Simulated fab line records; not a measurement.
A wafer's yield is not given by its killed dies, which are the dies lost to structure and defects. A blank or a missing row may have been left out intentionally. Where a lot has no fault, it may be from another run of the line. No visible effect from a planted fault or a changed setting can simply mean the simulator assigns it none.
Code-filled problem report in 8D (eight disciplines) form ; flow sky130 ; the parts of the form that need people (team, actions taken, sign-off) are left out

## 1. PROBLEM STATEMENT
rotation-deg at SKY_LDD_N_IMPLANT_10 reads a mean of 275.03 degrees on 6 wafers of 2 lots; wafers without a fault read 203.00 degrees with a standard deviation of 0.032. So: +99 or more standard deviations from the usual mean.
First observed at day 24 18:32: wafer L101.3, on implanter-03. Wafers with a number at this step in the record: 39, from 13 lots. By rule, "out" or "out of limits" means more than 4 standard deviations away from the usual mean. The other wafers with a number count as sound.

## 2. WHAT IT IS, WHAT IT ISN'T
question;is;is not
which readings at this step;rotation-deg;-
which lots;L101, L102;L104, L984, L985, L987, L988, L991, L992, L993, L995, L997, L998
which wafers of those lots;all that have a number;-
read on which tools;implanter-03;implanter-02, implanter-04
when;from day 24 18:32;"up to then (30 sound wafers); but 3 sound wafers of L104 came after"

## 3. WHAT RULES OUT EACH SUSPECT
Counting: a tool at any process step up to the reading remains a suspect when it ran all the lots that are out and ran no sound lot after the first of those.
- plasma-asher-03 at SKY_VT_ADJUST_LVTN_STRIP_09 (strips in O2/N2): ruled out as a lasting fault. Following L101 (day 12 04:46), the first lot on it that is out, the sound lots L104 were run on it.
- implanter-03 at SKY_LDD_N_IMPLANT_10: kept. Every lot that is out went through it, starting with L101 (day 24 18:32), and after that it ran no sound lot; the last sound lot it ran before then is L998 (day 24 00:20). Out on those wafers are its own readings of rotation-deg.
The count leaves implanter-03 at SKY_LDD_N_IMPLANT_10.

## 4. THE CAUSE (what the simulator had put in)
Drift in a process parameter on implanter-03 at SKY_LDD_N_IMPLANT_10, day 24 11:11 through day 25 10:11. The setting rotation-deg was moved by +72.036, starting from 203. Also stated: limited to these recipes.
This tool alone remained once counting was done.

## 5. THE EFFECT CHAIN, in route order
Each row: a reading where the mean over the struck wafers with a number is more than 3 standard deviations away from the usual. Only readings for which the record gives a usual standard deviation are gone through. hours: the time from each lot's start at the first step in this table that gives one to its start at this step, as a median over the lots. sigmas: the change in usual standard deviations.
hours;step;reading;usual;on struck wafers;change;sigmas
0;SKY_LDD_N_IMPLANT_10;rotation-deg;203.00 degrees;275.03;+72.03;+99 or more
The process steps in it:
- SKY_LDD_N_IMPLANT_10

## 6. HOW IT WOULD HAVE BEEN CAUGHT EARLIER
In this record the first reading out of limits was taken at day 24 18:32, 7 hours after the fault began at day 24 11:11.
